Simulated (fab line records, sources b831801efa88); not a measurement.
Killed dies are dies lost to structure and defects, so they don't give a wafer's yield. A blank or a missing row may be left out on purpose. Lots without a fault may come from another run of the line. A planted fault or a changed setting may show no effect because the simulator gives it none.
fab line records | flow sky130
record lots=24 wafers=72 last_day=50
route steps=708 shown VT_ADJUST_NCORE@126 SPACER@305 SD_P@330 RES_XHIGH@360 METAL1@452 VIA1@479
lots that met no fault: from a run of the same line without faults
start_h: hours from the record's first day to the start of the lot's first wafer shown | wait_h: hours since the lot's step before | " the same as in the row above | L1.1+2: a row that stands for several wafers | - no value, or no start given | * or withheld: withheld | < > ~ a bound
route shown NAME@n: a module of which the file shows steps, and the number in the route of the first | usual: mean/standard deviation of fault-free wafers | same: alike in all rows | chamber/n: place in a boat | sites: the reading at each site | _std_site: their standard deviation | _edge_site: outer sites' mean less inner sites' | radius_mm: how far each site lies from the wafer's centre | mask NAME#n: copy n | behind: the tool/chamber that last shaped the wafer | hold: why the lot was held/for how many hours/how that ended | device: the transistor (n, p or np) that didn't switch | end of line: the same wafers' tests at the end of the route | a step without rows: its recipe alone | killed: dies lost to structure and defects at the first sort, not the wafer's yield | map: a wafer's dies, x killed, . not, _ none there
set.NAME: the setting as run; set.NAME@STEP: as run at that earlier step | model.NAME: the simulator's own value behind a step, which no gauge read
steps of the route over a sample of lots; a table a step, a row a wafer
services: from which hour (start_h, from the record's first day; less than 0 if before it) a tool's chamber was out of use, for how many hours, and why
## steps
# step SKY_VT_ADJUST_NCORE_CD_MEAS_07
# recipe target_cd_nm=380
# usual cd_nm=379.4/2.4
# columns lot.wafer tool chamber start_h wait_h cd_nm
L074.2 cd_sem-02 - 196.62 0.1 382.0
L074.3 " - " " 381.1
L074.6 " - " " 381.5
L075.1 cd_sem-01 - 208.10 0.1 380.6
L075.2 " - " " 379.8
L075.4 " - " " 382.2
L076.1 cd_sem-02 - 208.86 0.1 377.4
L076.2 " - " " 377.7
L076.5 " - " " 376.5
L077.2 cd_sem-02 - 214.52 0.1 381.4
L077.4 " - " " 381.4
L077.5 " - " " 382.1
L078.1 cd_sem-01 - 215.10 0.1 378.4
L078.2 " - " " 379.9
L078.5 " - " " 381.6
L079.2 cd_sem-02 - 224.63 0.1 380.4
L079.5 " - " " 378.5
L079.6 " - " " 378.5
L080.1 cd_sem-01 - 229.46 0.1 378.5
L080.3 " - " " 376.6
L080.4 " - " " 379.1
L081.3 cd_sem-01 - 232.74 0.1 376.5
L081.4 " - " " 379.1
L081.6 " - " " 379.5
L082.1 cd_sem-01 - 246.35 0.1 379.0
L082.2 " - " " 378.9
L082.4 " - " " 378.6
L083.1 cd_sem-01 - 247.25 0.1 380.8
L083.2 " - " " 379.1
L083.6 " - " " 379.0
L084.4 cd_sem-02 - 254.01 0.1 378.7
L084.5 " - " " 376.8
L084.6 " - " " 378.7
L085.3 cd_sem-01 - 259.45 0.1 379.9
L085.4 " - " " 378.5
L085.6 " - " " 377.4
L086.2 cd_sem-01 - 265.82 0.1 374.5
L086.4 " - " " 376.7
L086.6 " - " " 374.0
L087.3 cd_sem-01 - 273.89 0.2 376.0
L087.4 " - " " 376.6
L087.6 " - " " 376.7
L088.2 cd_sem-01 - 282.17 0.2 379.9
L088.5 " - " " 378.5
L088.6 " - " " 378.3
L089.2 cd_sem-01 - 288.55 0.1 382.5
L089.4 " - " " 378.8
L089.5 " - " " 378.4
L090.3 cd_sem-01 - 298.89 3.5 386.1
L090.4 " - " " 382.5
L090.6 " - " " 383.5
L091.1 cd_sem-01 - 299.45 0.9 381.7
L091.2 " - " " 379.5
L091.5 " - " " 382.5
L092.1 cd_sem-01 - 305.00 0.1 378.9
L092.2 " - " " 378.3
L092.5 " - " " 377.1
L093.1 cd_sem-01 - 320.51 0.1 379.9
L093.3 " - " " 378.1
L093.4 " - " " 378.5
L094.1 cd_sem-01 - 329.20 0.1 382.2
L094.5 " - " " 383.4
L094.6 " - " " 380.9
L095.2 cd_sem-01 - 333.72 0.1 376.2
L095.4 " - " " 375.2
L095.6 " - " " 374.7
L096.2 cd_sem-02 - 337.48 0.1 382.7
L096.3 " - " " 381.7
L096.5 " - " " 381.9
L097.1 cd_sem-01 - 341.61 0.1 380.6
L097.3 " - " " 379.5
L097.6 " - " " 380.9
# step SKY_SPACER_THK_MEAS_01
# recipe reads=Si3N4_of_SPACER_CVD_00
# usual SPACER_CVD_00_THK=43.0/0.58
# columns lot.wafer tool chamber start_h wait_h SPACER_CVD_00_THK[nm]
L074.2 film_metro-03 - 548.72 0.0 43.2
L074.3 " - " " 43.3
L074.6 " - " " 43.0
L076.1 film_metro-04 - 562.43 0.0 44.2
L076.2 " - " " 43.6
L076.5 " - " " 43.8
L075.1 film_metro-04 - 566.51 0.0 43.5
L075.2 " - " " 43.0
L075.4 " - " " 42.8
L077.2 film_metro-02 - 574.51 0.0 42.8
L077.4 " - " " 42.7
L077.5 " - " " 42.7
L078.1 film_metro-04 - 575.70 0.0 43.8
L078.2 " - " " 43.9
L078.5 " - " " 43.9
L080.1 film_metro-04 - 588.96 0.0 43.1
L080.3 " - " " 43.0
L080.4 " - " " 43.1
L079.2 film_metro-03 - 588.97 0.0 43.6
L079.5 " - " " 43.7
L079.6 " - " " 43.4
L081.3 film_metro-02 - 596.18 0.0 43.5
L081.4 " - " " 43.7
L081.6 " - " " 43.4
L082.1 film_metro-04 - 612.42 0.0 43.3
L082.2 " - " " 43.2
L082.4 " - " " 42.8
L083.1 film_metro-02 - 612.42 0.0 42.4
L083.2 " - " " 42.6
L083.6 " - " " 42.3
L084.4 film_metro-03 - 619.24 0.0 43.1
L084.5 " - " " 43.2
L084.6 " - " " 43.4
L085.3 film_metro-02 - 623.61 0.0 43.3
L085.4 " - " " 43.1
L085.6 " - " " 43.0
L086.2 film_metro-02 - 641.33 0.0 41.8
L086.4 " - " " 41.7
L086.6 " - " " 42.2
L087.3 film_metro-03 - 645.42 0.0 42.7
L087.4 " - " " 42.6
L087.6 " - " " 42.2
L089.2 film_metro-04 - 654.51 0.0 41.7
L089.4 " - " " 42.1
L089.5 " - " " 42.3
L088.2 film_metro-03 - 656.76 0.0 42.2
L088.5 " - " " 42.1
L088.6 " - " " 42.5
L092.1 film_metro-03 - 683.35 0.0 43.4
L092.2 " - " " 43.3
L092.5 " - " " 43.5
L090.3 film_metro-04 - 686.28 0.0 42.9
L090.4 " - " " 43.3
L090.6 " - " " 43.7
L091.1 film_metro-04 - 687.46 0.0 43.5
L091.2 " - " " 43.2
L091.5 " - " " 43.0
L093.1 film_metro-02 - 692.00 0.0 42.1
L093.3 " - " " 42.0
L093.4 " - " " 42.0
L094.1 film_metro-02 - 700.35 0.0 44.3
L094.5 " - " " 43.7
L094.6 " - " " 43.9
L095.2 film_metro-04 - 701.57 0.0 42.7
L095.4 " - " " 42.5
L095.6 " - " " 42.7
L096.2 film_metro-02 - 708.76 0.0 43.1
L096.3 " - " " 43.0
L096.5 " - " " 43.4
L097.1 film_metro-04 - 711.01 0.0 43.4
L097.3 " - " " 43.3
L097.6 " - " " 43.1
# step SKY_SD_P_STRIP_10
# recipe chemistry=O2/N2 power_w=1400 pressure_mtorr=1500 platen_temp_c=withheld o2_flow_sccm=3000 n2_flow_sccm=300 overash_fraction=0.5
# usual drypump_motor_current_A=5.85/0.26 oes_product_au=0.617/0.0046 strip_time_to_endpoint_s=17.48/0.035
# same overash_fraction=0.5
# columns lot.wafer tool chamber start_h wait_h drypump_motor_current_A oes_product_au rf_hours_counter_h strip_time_to_endpoint_s
L074.2 plasma_asher-02 1 608.23 0.1 6.06 0.631 89 17.48
L074.3 " 1 " " 6.07 0.616 - 17.49
L074.6 " 0 " " 5.73 0.622 - 17.47
L076.1 plasma_asher-02 0 622.02 0.1 5.78 0.623 91 17.54
L076.2 " 1 " " 6.10 0.620 91 17.52
L076.5 " 0 " " 5.77 0.607 - 17.48
L075.1 plasma_asher-01 0 623.93 0.1 6.16 0.615 83 17.51
L075.2 " 1 " " 5.62 0.602 83 17.44
L075.4 " 0 " " 6.15 0.625 - 17.49
L077.2 plasma_asher-01 0 633.02 0.1 6.12 0.607 84 17.42
L077.4 " 1 " " 5.60 0.619 - 17.40
L077.5 " 1 " " 5.63 0.621 - 17.43
L078.1 plasma_asher-01 1 634.15 0.1 5.65 0.613 84 17.43
L078.2 " 0 " " 6.14 0.620 84 17.45
L078.5 " 0 " " 6.14 0.614 - 17.46
L079.2 plasma_asher-01 0 645.78 0.1 6.15 0.622 85 17.47
L079.5 " 1 " " 5.60 0.620 - 17.48
L079.6 " 0 " " 6.12 0.617 - 17.49
L080.1 plasma_asher-02 1 646.67 0.1 6.07 0.622 93 17.44
L080.3 " 1 " " 6.03 0.618 - 17.49
L080.4 " 0 " " 5.73 0.614 - 17.48
L081.3 plasma_asher-03 0 653.26 0.1 5.25 0.620 - 17.49
L081.4 " 1 " " 5.43 0.627 - 17.52
L081.6 " 0 " " 5.30 0.615 - 17.50
L082.1 plasma_asher-01 0 668.42 0.1 6.16 0.620 88 17.51
L082.2 " 1 " " 5.69 0.622 88 17.51
L082.4 " 0 " " 6.15 0.610 - 17.51
L083.1 plasma_asher-02 1 669.00 0.1 6.05 0.614 95 17.40
L083.2 " 0 " " 5.76 0.619 95 17.45
L083.6 " 0 " " 5.76 0.615 - 17.41
L084.4 plasma_asher-02 0 676.49 0.1 5.75 0.618 - 17.41
L084.5 " 1 " " 6.11 0.613 - 17.49
L084.6 " 0 " " 5.76 0.612 - 17.49
L085.3 plasma_asher-02 1 680.48 0.1 6.09 0.607 - 17.47
L085.4 " 0 " " 5.77 0.613 - 17.48
L085.6 " 1 " " 6.10 0.617 - 17.44
L086.2 plasma_asher-01 1 698.00 0.1 5.61 0.614 91 17.53
L086.4 " 0 " " 6.16 0.617 - 17.50
L086.6 " 0 " " 6.14 0.622 - 17.50
L087.3 plasma_asher-01 1 701.89 0.1 5.58 0.618 - 17.55
L087.4 " 0 " " 6.15 0.612 - 17.51
L087.6 " 1 " " 5.59 0.623 - 17.48
L089.2 plasma_asher-02 1 711.90 0.1 6.11 0.618 99 17.50
L089.4 " 1 " " 6.09 0.619 - 17.49
L089.5 " 1 " " 6.11 0.619 - 17.50
L088.2 plasma_asher-02 0 713.15 0.1 5.73 0.621 100 17.50
L088.5 " 1 " " 6.05 0.622 - 17.54
L088.6 " 0 " " 5.75 0.610 - 17.48
L092.1 plasma_asher-03 0 740.23 0.1 5.27 0.622 58 17.45
L092.2 " 1 " " 5.44 0.626 58 17.48
L092.5 " 0 " " 5.28 0.620 - 17.51
L090.3 plasma_asher-01 0 741.44 0.1 6.15 0.622 - 17.46
L090.4 " 1 " " 5.64 0.619 - 17.42
L090.6 " 1 " " 5.64 0.619 - 17.49
L091.1 plasma_asher-01 1 742.53 0.1 5.60 0.619 95 17.51
L091.2 " 0 " " 6.13 0.614 95 17.50
L091.5 " 0 " " 6.14 0.623 - 17.47
L093.1 plasma_asher-01 1 747.63 0.1 5.66 0.617 96 17.48
L093.3 " 1 " " 5.62 0.623 - 17.49
L093.4 " 0 " " 6.21 0.613 - 17.51
L094.1 plasma_asher-02 1 755.22 0.1 6.07 0.613 1 17.52
L094.5 " 1 " " 6.02 0.618 - 17.53
L094.6 " 0 " " 5.77 0.618 - 17.52
L095.2 plasma_asher-01 1 757.15 0.1 5.62 0.615 97 17.51
L095.4 " 0 " " 6.13 0.616 - 17.53
L095.6 " 1 " " 5.62 0.619 - 17.54
L096.2 plasma_asher-01 1 763.35 0.1 5.63 0.616 97 17.44
L096.3 " 0 " " 6.14 0.615 - 17.47
L096.5 " 1 " " 5.66 0.621 - 17.45
L097.1 plasma_asher-01 0 765.17 0.1 6.12 0.611 98 17.45
L097.3 " 1 " " 5.60 0.618 - 17.45
L097.6 " 1 " " 5.59 0.619 - 17.48
# step SKY_SD_N_RS_MEAS_18
# recipe thk_meas_gauge=four-point-probe
# usual RES_XHIGH_RS=333.5/0.95
# columns lot.wafer tool chamber start_h wait_h RES_XHIGH_RS[ohm/sq]
L074.2 film_metro-01 - 666.26 0.1 334.3
L074.3 " - " " 334.5
L074.6 " - " " 333.9
L076.1 film_metro-01 - 679.84 0.1 331.7
L076.2 " - " " 332.3
L076.5 " - " " 333.3
L075.1 film_metro-03 - 681.64 0.1 331.7
L075.2 " - " " 332.8
L075.4 " - " " 331.9
L077.2 film_metro-01 - 689.95 0.1 334.1
L077.4 " - " " 333.9
L077.5 " - " " 333.8
L078.1 film_metro-03 - 692.24 0.1 334.1
L078.2 " - " " 334.1
L078.5 " - " " 333.3
L079.2 film_metro-01 - 702.91 0.1 334.0
L079.5 " - " " 333.1
L079.6 " - " " 333.6
L080.1 film_metro-03 - 704.40 0.1 333.0
L080.3 " - " " 333.9
L080.4 " - " " 333.5
L081.3 film_metro-03 - 711.62 0.1 334.9
L081.4 " - " " 333.3
L081.6 " - " " 334.6
L082.1 film_metro-04 - 726.13 0.1 331.3
L082.2 " - " " 333.5
L082.4 " - " " 333.0
L083.1 film_metro-03 - 727.05 0.1 332.1
L083.2 " - " " 332.2
L083.6 " - " " 332.5
L084.4 film_metro-03 - 732.25 0.1 334.2
L084.5 " - " " 332.9
L084.6 " - " " 334.1
L085.3 film_metro-04 - 737.33 0.1 335.4
L085.4 " - " " 335.1
L085.6 " - " " 335.0
L086.2 film_metro-01 - 753.85 0.1 332.4
L086.4 " - " " 333.0
L086.6 " - " " 333.2
L087.3 film_metro-01 - 758.62 0.1 333.7
L087.4 " - " " 333.3
L087.6 " - " " 333.0
L089.2 film_metro-03 - 766.81 0.1 333.6
L089.4 " - " " 333.6
L089.5 " - " " 333.8
L088.2 film_metro-01 - 767.42 0.1 333.3
L088.5 " - " " 334.3
L088.6 " - " " 332.5
L092.1 film_metro-04 - 793.29 0.1 332.7
L092.2 " - " " 331.1
L092.5 " - " " 332.9
L090.3 film_metro-01 - 795.78 0.1 334.4
L090.4 " - " " 333.7
L090.6 " - " " 335.2
L091.1 film_metro-01 - 797.44 0.1 333.3
L091.2 " - " " 333.8
L091.5 " - " " 333.8
L093.1 film_metro-04 - 801.24 0.1 332.8
L093.3 " - " " 333.7
L093.4 " - " " 334.7
L094.1 film_metro-03 - 809.29 0.1 333.5
L094.5 " - " " 333.5
L094.6 " - " " 334.3
L095.2 film_metro-03 - 811.21 0.1 332.8
L095.4 " - " " 332.9
L095.6 " - " " 334.1
L096.2 film_metro-01 - 817.25 0.1 335.1
L096.3 " - " " 335.4
L096.5 " - " " 334.1
L097.1 film_metro-04 - 818.49 0.1 334.5
L097.3 " - " " 333.1
L097.6 " - " " 334.8
# step SKY_METAL1_ETCH_18
# recipe chemistry=N2/H2 target=BARC ion_energy_ev=200 bias_w=100 pressure_mtorr=30 n2_flow_sccm=100 h2_flow_sccm=200 icp_w=500 stop_on=SiO2 time_s=45.9 target_depth_a=600
# usual drypump_motor_current_A=5.79/0.23 he_backside_leak_sccm=3.4/0.39 oes_product_au=0.855/0.0047 rf_fwd_power_W=495.2/2.5 throttle_valve_pct=13.224/0.0089
# columns lot.wafer tool chamber start_h wait_h drypump_motor_current_A he_backside_leak_sccm oes_product_au rf_fwd_power_W rf_hours_counter_h throttle_valve_pct
L074.2 rie_metal-02 0 780.95 0.0 5.72 3.7 0.857 490.9 14 13.238
L074.3 " 1 " " 5.67 3.3 0.852 497.7 - 13.227
L074.6 " 0 " " 5.72 3.7 0.846 491.3 - 13.232
L076.1 rie_metal-02 0 794.24 0.0 5.71 3.4 0.861 492.1 15 13.222
L076.2 " 1 " " 5.67 3.2 0.856 496.6 12 13.220
L076.5 " 1 " " 5.64 3.4 0.853 499.0 - 13.219
L075.1 rie_metal-01 0 797.69 0.0 6.13 3.1 0.854 494.5 14 13.232
L075.2 " 1 " " 5.52 3.5 0.854 496.7 12 13.238
L075.4 " 1 " " 5.50 3.5 0.858 497.8 - 13.230
L077.2 rie_metal-01 0 803.64 0.0 6.16 3.1 0.858 494.8 14 13.219
L077.4 " 1 " " 5.49 3.5 0.852 496.2 - 13.216
L077.5 " 1 " " 5.52 3.5 0.852 493.5 - 13.214
L078.1 rie_metal-01 0 806.00 0.0 6.14 3.2 0.856 491.6 14 13.233
L078.2 " 1 " " 5.53 3.5 0.859 494.9 12 13.216
L078.5 " 1 " " 5.48 3.6 0.863 494.5 - 13.228
L079.2 rie_metal-03 0 814.54 0.0 6.03 3.6 0.855 491.3 16 13.220
L079.5 " 0 " " 6.01 3.7 0.854 494.8 - 13.215
L079.6 " 1 " " 5.85 3.1 0.855 494.4 - 13.235
L080.1 rie_metal-02 1 817.59 0.0 5.66 3.2 0.853 497.3 13 13.220
L080.3 " 1 " " 5.65 3.1 0.861 497.2 - 13.208
L080.4 " 0 " " 5.70 3.6 0.857 493.5 - 13.226
L081.3 rie_metal-01 0 822.87 0.0 6.14 3.2 0.853 492.7 - 13.218
L081.4 " 1 " " 5.50 3.3 0.857 492.8 - 13.225
L081.6 " 0 " " 6.11 3.3 0.852 493.9 - 13.215
L082.1 rie_metal-01 0 835.54 0.0 6.10 3.1 0.852 493.8 15 13.214
L082.2 " 1 " " 5.51 3.5 0.852 497.4 13 13.225
L082.4 " 0 " " 6.15 3.1 0.862 493.8 - 13.216
L083.1 rie_metal-03 1 838.33 0.1 5.85 3.0 0.843 500.4 1 13.219
L083.2 " 1 " " 5.84 3.3 0.845 498.4 - 13.241
L083.6 " 1 " " 5.85 3.1 0.854 498.7 - 13.211
L084.4 rie_metal-03 1 842.39 0.1 5.87 3.3 0.851 497.1 - 13.234
L084.5 " 1 " " 5.85 3.2 0.855 498.3 - 13.226
L084.6 " 1 " " 5.91 3.0 0.854 497.7 - 13.214
L085.3 rie_metal-02 1 846.47 0.1 5.68 3.4 0.851 497.6 - 13.219
L085.4 " 1 " " 5.66 3.4 0.854 497.8 - 13.227
L085.6 " 1 " " 5.67 3.3 0.858 496.9 - 13.215
L086.2 rie_metal-03 1 863.19 0.1 5.88 3.1 0.858 494.8 - 13.235
L086.4 " 1 " " 5.87 3.3 0.851 496.8 - 13.228
L086.6 " 1 " " 5.89 3.1 0.859 496.6 - 13.217
L087.3 rie_metal-01 0 869.17 0.0 6.11 3.1 0.853 495.5 - 13.243
L087.4 " 1 " " 5.52 3.3 0.853 493.7 - 13.227
L087.6 " 0 " " 6.09 5.3 0.851 495.8 - 13.216
L089.2 rie_metal-02 0 875.20 0.1 5.70 3.8 0.853 488.7 - 13.227
L089.4 " 0 " " 5.70 3.6 0.863 489.0 - 13.216
L089.5 " 0 " " 5.69 6.0 0.868 492.7 - 13.210
L088.2 rie_metal-02 1 878.36 0.0 5.65 3.3 0.857 498.5 0 13.218
L088.5 " 0 " " 5.70 3.5 0.864 491.6 - 13.217
L088.6 " 1 " " 5.68 3.3 0.852 496.8 - 13.223
L092.1 rie_metal-01 1 901.62 0.1 5.48 3.4 0.858 496.7 16 13.235
L092.2 " 1 " " 5.45 3.4 0.855 497.2 - 13.221
L092.5 " 1 " " 5.49 3.4 0.856 498.0 - 13.231
L090.3 rie_metal-03 0 904.81 0.0 6.02 3.8 0.854 496.0 - 13.233
L090.4 " 1 " " 5.85 2.9 0.854 496.7 - 13.227
L090.6 " 0 " " 6.02 3.7 0.856 495.3 - 13.231
L091.1 rie_metal-01 0 906.04 0.0 6.13 3.3 0.853 494.7 0 13.227
L091.2 " 1 " " 5.51 3.5 0.857 494.8 16 13.226
L091.5 " 1 " " 5.52 3.5 0.854 492.6 - 13.233
L093.1 rie_metal-01 0 908.34 0.0 6.16 3.1 0.848 492.5 0 13.214
L093.3 " 1 " " 5.52 3.6 0.858 494.5 - 13.224
L093.4 " 0 " " 6.16 3.0 0.849 490.9 - 13.226
L094.1 rie_metal-01 0 916.24 0.0 6.13 3.1 0.858 493.6 1 13.211
L094.5 " 1 " " 5.53 3.4 0.849 495.4 - 13.233
L094.6 " 0 " " 6.13 3.1 0.854 493.6 - 13.236
L095.2 rie_metal-02 0 919.19 0.0 5.72 3.6 0.852 493.8 3 13.230
L095.4 " 0 " " 5.71 3.9 0.852 493.6 - 13.209
L095.6 " 0 " " 5.70 3.7 0.855 491.7 - 13.226
L096.2 rie_metal-01 1 922.99 0.0 5.52 3.4 0.850 496.4 17 13.233
L096.3 " 0 " " 6.16 3.1 0.847 492.6 - 13.222
L096.5 " 0 " " 6.14 3.3 0.855 491.5 - 13.220
L097.1 rie_metal-03 0 924.80 0.0 6.02 3.5 0.850 498.0 3 13.227
L097.3 " 0 " " 6.03 3.5 0.860 496.4 - 13.240
L097.6 " 1 " " 5.86 2.9 0.859 494.5 - 13.221
# step SKY_VIA1_CVD_21
# recipe material=W target_thk_nm=270 time_s=80.902 temp_c=400 pressure_torr=40
# usual heater_power_outer_w=509/44 heater_power_w=846/57
# columns lot.wafer tool chamber start_h wait_h heater_power_outer_w heater_power_w
L074.2 cvd_w-02 0 808.32 0.0 498 895
L074.3 " 1 " " 496 850
L074.6 " 0 " " 489 904
L076.1 cvd_w-01 1 823.08 0.0 577 923
L076.2 " 0 " " 485 776
L076.5 " 0 " " 500 780
L075.1 cvd_w-01 0 826.61 0.0 494 782
L075.2 " 1 " " 585 933
L075.4 " 1 " " 601 936
L077.2 cvd_w-01 1 830.86 0.0 586 907
L077.4 " 0 " " 474 788
L077.5 " 1 " " 589 923
L078.1 cvd_w-02 1 833.78 0.0 512 859
L078.2 " 0 " " 502 885
L078.5 " 1 " " 489 833
L079.2 cvd_w-02 0 842.65 0.0 503 880
L079.5 " 0 " " 522 896
L079.6 " 1 " " 497 856
L080.1 cvd_w-01 1 845.62 0.0 576 912
L080.3 " 0 " " 489 786
L080.4 " 1 " " 588 899
L081.3 cvd_w-02 1 849.93 0.1 509 846
L081.4 " 0 " " 493 891
L081.6 " 1 " " 496 868
L082.1 cvd_w-01 1 862.95 0.0 583 919
L082.2 " 0 " " 474 787
L082.4 " 1 " " 584 919
L083.1 cvd_w-02 1 866.50 0.0 518 872
L083.2 " 0 " " 497 914
L083.6 " 1 " " 493 827
L084.4 cvd_w-02 0 870.28 0.1 492 883
L084.5 " 1 " " 498 876
L084.6 " 0 " " 509 910
L085.3 cvd_w-01 1 874.95 0.1 590 939
L085.4 " 0 " " 487 770
L085.6 " 1 " " 600 927
L086.2 cvd_w-02 1 890.10 0.0 489 852
L086.4 " 1 " " 508 847
L086.6 " 0 " " 507 912
L087.3 cvd_w-01 0 896.50 0.1 495 777
L087.4 " 1 " " 585 927
L087.6 " 0 " " 480 780
L089.2 cvd_w-01 1 902.51 0.0 587 939
L089.4 " 0 " " 487 777
L089.5 " 0 " " 481 764
L088.2 cvd_w-01 1 905.41 0.0 578 914
L088.5 " 0 " " 494 789
L088.6 " 1 " " 581 917
L092.1 cvd_w-02 1 928.75 0.0 469 769
L092.2 " 0 " " 485 851
L092.5 " 1 " " 465 809
L090.3 cvd_w-02 0 930.89 0.1 482 826
L090.4 " 1 " " 481 778
L090.6 " 1 " " 457 769
L091.1 cvd_w-01 1 931.72 0.0 591 914
L091.2 " 0 " " 483 786
L091.5 " 0 " " 490 755
L093.1 cvd_w-01 0 934.91 0.0 489 784
L093.3 " 0 " " 493 768
L093.4 " 1 " " 605 936
L094.1 cvd_w-02 0 943.01 0.0 465 838
L094.5 " 1 " " 473 767
L094.6 " 0 " " 477 829
L095.2 cvd_w-02 0 945.94 0.0 465 842
L095.4 " 0 " " 470 858
L095.6 " 1 " " 456 773
L096.2 cvd_w-02 1 949.88 0.0 471 771
L096.3 " 1 " " 472 789
L096.5 " 0 " " 471 836
L097.1 cvd_w-02 0 952.22 0.0 486 839
L097.3 " 1 " " 458 791
L097.6 " 1 " " 462 803
## services
# columns tool chamber start_h hours kind
cvd_w-01 0 597.95 5.8 repair
cvd_w-02 0 634.40 9.2 repair
cvd_w-02 - 640.29 1.7 repair
cvd_w-02 0 694.41 100.2 repair
cvd_w-01 - 729.12 1.0 repair
plasma_asher-02 - 733.75 9.0 pm
rie_metal-03 - 778.79 2.8 pm
plasma_asher-03 - 826.60 3.1 repair
rie_metal-03 0 829.62 1.5 repair
rie_metal-01 - 847.89 1.4 pm
plasma_asher-02 - 869.41 5.4 repair
rie_metal-01 0 885.24 - clean
rie_metal-01 0 885.24 16.8 scheduled_down
plasma_asher-02 - 897.30 5.9 repair
cvd_w-02 - 900.54 6.9 pm
cvd_w-02 - 907.44 14.0 pm
cvd_w-02 0 907.44 14.0 vent_cycle
cvd_w-02 1 907.44 14.0 vent_cycle
cvd_w-02 0 921.44 - clean
cvd_w-02 1 921.44 - clean
rie_metal-01 - 937.59 0.2 repair
cvd_w-01 - 939.65 28.1 pm
rie_metal-02 1 946.45 3.9 repair
rie_metal-02 - 948.80 4.3 pm
## key
fault none
